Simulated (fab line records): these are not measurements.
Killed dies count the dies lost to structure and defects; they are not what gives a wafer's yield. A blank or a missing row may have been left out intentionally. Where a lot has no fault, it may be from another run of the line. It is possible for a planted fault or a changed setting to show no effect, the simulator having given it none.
A struck lot beside a sound one ; flow sky130 ; 15 steps out of a route of 708
Sound: these wafers, L519.1, L519.3, L519.5. Struck: wafers L525.2, L525.5, L525.6. The cause comes at the end.
Order at every step that has rows: each side's tool, ch and its chambers, its first start. Under that, the readings that differ: sound wafers ; struck wafers ; difference of the means ; sigmas: that difference in standard deviations of wafers without a fault.
alike: same words and numbers on both sides, and readings whose means sit less than 2 such deviations apart. not compared: any withheld reading, any reading some wafer has no value for, any bound like >300 that may hide the same value, and any number with overlapping values for which the record gives no deviation.
A row with sigmas, a row that says differs or no value, or rows on one side alone: a step with any of these is where the two part. Numbers that don't overlap but have no deviation are shown without sigmas and don't part them. A reading that every wafer of one side lacks parts them only if that side has two wafers or more.

first, 1 step without rows for these wafers: SKY_LDD_P_IMPLANT_09.
SKY_LDD_P_STRIP_10: strips in O2/N2.
  sound on plasma_asher-01 ch 0, day 20 01:36; struck on plasma_asher-04 ch 0,1, day 22 12:30
  alike: drypump_motor_current_A, n2_flow_sccm, oes_product_au, strip_time_to_endpoint_s
  not compared: rf_hours_counter_h
SKY_LDD_P_TW_MEAS_11:
  sound on film_metro-03 at day 20 01:42; struck on film_metro-01 at day 22 12:37
  alike: LDD_P_TW
then, 7 steps without rows for these wafers: SKY_LDD_HVN_DEHYDRATE_00 (time 60 s); SKY_LDD_HVN_HMDS_01 (prime time 60 s); SKY_LDD_HVN_COAT_02 (resist thk 300 nm); SKY_LDD_HVN_SOFTBAKE_03 (time 60 s); SKY_LDD_HVN_EXPOSE_04 (exposes mask HVNTM, target cd 700 nm); SKY_LDD_HVN_PEB_05; SKY_LDD_HVN_DEVELOP_06 (develop time 60 s).
SKY_LDD_HVN_OVL_MEAS_07:
  sound on overlay-01 at day 21 08:02; struck on overlay-01 at day 23 18:26
  alike: LDD_HVN_OVL
then, 1 step without rows for these wafers: SKY_LDD_HVN_IMPLANT_08.
SKY_LDD_HVN_STRIP_09: strips in O2/N2.
  sound on plasma_asher-04 ch 0,1, day 21 08:14; struck on plasma_asher-01 ch 0,1, day 23 18:37
reading;sound;struck;difference;sigmas
n2_flow_sccm (sccm);300.0 301.8 300.7;239.2 240.0 238.2;-61.7;-71
  alike: drypump_motor_current_A, oes_product_au, strip_time_to_endpoint_s
  not compared: rf_hours_counter_h
SKY_LDD_HVN_TW_MEAS_10:
  sound on film_metro-02 at day 21 08:20; struck on film_metro-01 at day 23 18:44
reading;sound;struck;difference;sigmas
LDD_HVN_TW;1414 1412 1410;1435 1440 1445;+28;+2
-- a jump in the record: the struck wafers' starts before and after are 24 days apart (it breaks off in module LDD_HVN and resumes in module PAD_OPEN, where the first step shown is number 708 of the route) --
SKY_PAD_OPEN_PROBE_99:
  sound on prober-02 at day 46 04:41; struck on prober-02 at day 47 22:12
reading;sound;struck;difference;sigmas
killed_at_M0_to_M3;33 36 31;48 53 40;+14;+2
  alike: killed_at_M4_up, killed_at_contacts, killed_at_front_end, killed_at_other, killed_dies, killed_on_rim, killed_open, killed_short

== WHERE THEY PART ==
At SKY_LDD_HVN_STRIP_09 first; at SKY_PAD_OPEN_PROBE_99 last (within this record only).

WHY: whatever the simulator had introduced
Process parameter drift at SKY_LDD_HVN_STRIP_09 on plasma_asher-01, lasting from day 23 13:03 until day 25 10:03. A move of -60 in setting n2_flow_sccm, from 300. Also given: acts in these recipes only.
